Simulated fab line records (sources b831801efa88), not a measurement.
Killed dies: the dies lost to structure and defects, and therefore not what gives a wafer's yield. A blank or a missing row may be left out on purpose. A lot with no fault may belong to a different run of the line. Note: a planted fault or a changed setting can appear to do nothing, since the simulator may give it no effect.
What tool caused it? / flow sky130 / 39 wafers from 13 lots sampled at 4 of the route's 708 steps

== WHAT EACH GAUGE READ, for each wafer ==
SKY_NWELL_TW_MEAS_26. Usual: NWELL_2_TW gives 495 (standard deviation 7).
lot=L681; measured=day 5 13:17; on=film_metro-03; NWELL_2_TW=502 501 504; flag=
lot=L686; measured=day 6 17:42; on=film_metro-04; NWELL_2_TW=486 484 485; flag=
lot=L687; measured=day 7 02:44; on=film_metro-01; NWELL_2_TW=497 496 497; flag=
lot=L688; measured=day 7 08:18; on=film_metro-04; NWELL_2_TW=485 483 487; flag=
lot=L692; measured=day 8 09:06; on=film_metro-03; NWELL_2_TW=503 501 503; flag=
lot=L693; measured=day 8 14:20; on=film_metro-04; NWELL_2_TW=491 489 489; flag=
lot=L697; measured=day 9 13:50; on=film_metro-04; NWELL_2_TW=487 486 486; flag=
lot=L698; measured=day 9 18:20; on=film_metro-03; NWELL_2_TW=504 503 501; flag=
lot=L699; measured=day 10 01:35; on=film_metro-01; NWELL_2_TW=496 493 494; flag=
lot=L700; measured=day 10 06:56; on=film_metro-04; NWELL_2_TW=488 490 491; flag=
lot=L701; measured=day 10 13:35; on=film_metro-01; NWELL_2_TW=495 496 493; flag=
lot=L702; measured=day 10 18:47; on=film_metro-04; NWELL_2_TW=488 490 487; flag=
lot=L703; measured=day 10 22:12; on=film_metro-01; NWELL_2_TW=497 497 496; flag=

SKY_VT_ADJUST_LVTN_OVL_MEAS_07. Usual: VT_ADJUST_LVTN_OVL gives -0.2 nm (standard deviation 1.3).
lot=L681; measured=day 7 04:04; on=overlay-02; VT_ADJUST_LVTN_OVL (nm)=0.7 -1.1 1.0; flag=
lot=L686; measured=day 8 09:23; on=overlay-01; VT_ADJUST_LVTN_OVL (nm)=0.2 0.5 -0.1; flag=
lot=L687; measured=day 8 18:56; on=overlay-01; VT_ADJUST_LVTN_OVL (nm)=1.7 1.4 0.7; flag=
lot=L688; measured=day 9 01:40; on=overlay-02; VT_ADJUST_LVTN_OVL (nm)=-1.1 0.0 1.2; flag=
lot=L692; measured=day 10 04:13; on=overlay-02; VT_ADJUST_LVTN_OVL (nm)=0.4 -0.9 -1.6; flag=
lot=L693; measured=day 10 10:36; on=overlay-02; VT_ADJUST_LVTN_OVL (nm)=-2.1 -0.9 -2.0; flag=
lot=L697; measured=day 11 10:13; on=overlay-02; VT_ADJUST_LVTN_OVL (nm)=-0.8 -0.4 0.2; flag=
lot=L698; measured=day 11 16:51; on=overlay-02; VT_ADJUST_LVTN_OVL (nm)=0.1 -1.2 -1.1; flag=
lot=L699; measured=day 12 00:01; on=overlay-02; VT_ADJUST_LVTN_OVL (nm)=-2.2 -2.1 -2.0; flag=
lot=L700; measured=day 12 05:46; on=overlay-02; VT_ADJUST_LVTN_OVL (nm)=0.5 1.8 0.9; flag=
lot=L701; measured=day 12 13:13; on=overlay-02; VT_ADJUST_LVTN_OVL (nm)=-0.9 -0.4 1.0; flag=
lot=L702; measured=day 12 18:09; on=overlay-02; VT_ADJUST_LVTN_OVL (nm)=1.1 -0.2 0.9; flag=
lot=L703; measured=day 12 22:19; on=overlay-01; VT_ADJUST_LVTN_OVL (nm)=0.0 -0.5 1.3; flag=

SKY_VT_ADJUST_NCORE_CD_MEAS_07: the cd target is 380 nm. Usual: 380.4 nm for cd_nm, sd 2.4.
lot=L681; measured=day 8 20:31; on=cd_sem-02; cd_nm (nm)=382.6 385.2 382.9; flag=
lot=L686; measured=day 10 08:40; on=cd_sem-01; cd_nm (nm)=381.0 382.0 378.3; flag=
lot=L687; measured=day 10 14:34; on=cd_sem-01; cd_nm (nm)=378.1 376.2 376.6; flag=
lot=L688; measured=day 10 21:46; on=cd_sem-02; cd_nm (nm)=377.1 377.6 377.9; flag=
lot=L692; measured=day 12 02:01; on=cd_sem-02; cd_nm (nm)=378.1 381.9 381.8; flag=
lot=L693; measured=day 12 09:00; on=cd_sem-01; cd_nm (nm)=378.4 378.8 379.3; flag=
lot=L697; measured=day 13 10:33; on=cd_sem-02; cd_nm (nm)=381.0 381.3 379.5; flag=
lot=L698; measured=day 13 17:09; on=cd_sem-02; cd_nm (nm)=380.1 380.9 381.2; flag=
lot=L699; measured=day 14 02:11; on=cd_sem-02; cd_nm (nm)=383.8 380.6 383.6; flag=
lot=L700; measured=day 14 06:58; on=cd_sem-01; cd_nm (nm)=378.1 378.8 379.0; flag=
lot=L701; measured=day 14 16:22; on=cd_sem-02; cd_nm (nm)=381.3 377.9 379.5; flag=
lot=L702; measured=day 14 20:42; on=cd_sem-02; cd_nm (nm)=385.9 387.1 386.2; flag=
lot=L703; measured=day 15 02:37; on=cd_sem-02; cd_nm (nm)=381.7 381.3 382.5; flag=

== WHAT TOOL EACH LOT RAN ON (gives the tool, then ch and the chambers of the sampled wafers, and finally the start) ==
lot=L681; SKY_VT_ADJUST_NCORE_COAT_02=litho_track-03 ch 0, day 8 10:00
lot=L686; SKY_VT_ADJUST_NCORE_COAT_02=litho_track-04 ch 0, day 9 21:17
lot=L687; SKY_VT_ADJUST_NCORE_COAT_02=litho_track-03 ch 0, day 10 03:48
lot=L688; SKY_VT_ADJUST_NCORE_COAT_02=litho_track-03 ch 0, day 10 10:48
lot=L692; SKY_VT_ADJUST_NCORE_COAT_02=litho_track-01 ch 0, day 11 13:31
lot=L693; SKY_VT_ADJUST_NCORE_COAT_02=litho_track-04 ch 0, day 11 20:36
lot=L697; SKY_VT_ADJUST_NCORE_COAT_02=litho_track-04 ch 0, day 12 21:53
lot=L698; SKY_VT_ADJUST_NCORE_COAT_02=litho_track-03 ch 0, day 13 04:37
lot=L699; SKY_VT_ADJUST_NCORE_COAT_02=litho_track-01 ch 0, day 13 13:29
lot=L700; SKY_VT_ADJUST_NCORE_COAT_02=litho_track-03 ch 0, day 13 17:52
lot=L701; SKY_VT_ADJUST_NCORE_COAT_02=litho_track-01 ch 0, day 14 03:26
lot=L702; SKY_VT_ADJUST_NCORE_COAT_02=litho_track-04 ch 0, day 14 07:27
lot=L703; SKY_VT_ADJUST_NCORE_COAT_02=litho_track-04 ch 0, day 14 12:32
- SKY_VT_ADJUST_NCORE_COAT_02: resist thk 1140 nm.

== WHAT THE TOOLS THEMSELVES READ (means of the sampled wafers that have a number; where no wafer has one, the mark that the record gives instead) ==
SKY_VT_ADJUST_NCORE_COAT_02. Usual: 3000.0 rpm for spin_speed_rpm, sd 2.2.
lot=L681; tool=litho_track-03; spin_speed_rpm (rpm)=3002.2; flag=
lot=L686; tool=litho_track-04; spin_speed_rpm (rpm)=3001.6; flag=
lot=L687; tool=litho_track-03; spin_speed_rpm (rpm)=2946.7; flag=OFF
lot=L688; tool=litho_track-03; spin_speed_rpm (rpm)=2950.1; flag=OFF
lot=L692; tool=litho_track-01; spin_speed_rpm (rpm)=2999.8; flag=
lot=L693; tool=litho_track-04; spin_speed_rpm (rpm)=2999.4; flag=
lot=L697; tool=litho_track-04; spin_speed_rpm (rpm)=2999.1; flag=
lot=L698; tool=litho_track-03; spin_speed_rpm (rpm)=2999.9; flag=
lot=L699; tool=litho_track-01; spin_speed_rpm (rpm)=3001.2; flag=
lot=L700; tool=litho_track-03; spin_speed_rpm (rpm)=3004.3; flag=
lot=L701; tool=litho_track-01; spin_speed_rpm (rpm)=2999.1; flag=
lot=L702; tool=litho_track-04; spin_speed_rpm (rpm)=2998.8; flag=
lot=L703; tool=litho_track-04; spin_speed_rpm (rpm)=2999.0; flag=

== THE ANSWER, worked out from the rows above alone ==
Rule: take the mean of a lot's wafers that have a number; if it is more than 3 standard deviations from the usual mean, the lot is off. A lot without any number at a reading at which 4 lots or more have one is off too. All remaining lots with rows at the step are treated as sound. The gauges are gone through in route order, then the tools' own readings, and for those a lot's mean is taken as printed above. At the first step where some lot is off, the reading lying furthest off is the one used; lots without a number count as furthest.
Off: L687, L688 (SKY_VT_ADJUST_NCORE_COAT_02, spin_speed_rpm).
A tool fits if, at that step or a process step before it, it ran every lot that is off, and no sound lot after the first of them. Of those tried, none fits.

== WHAT THE SIMULATOR HAD PUT IN ==
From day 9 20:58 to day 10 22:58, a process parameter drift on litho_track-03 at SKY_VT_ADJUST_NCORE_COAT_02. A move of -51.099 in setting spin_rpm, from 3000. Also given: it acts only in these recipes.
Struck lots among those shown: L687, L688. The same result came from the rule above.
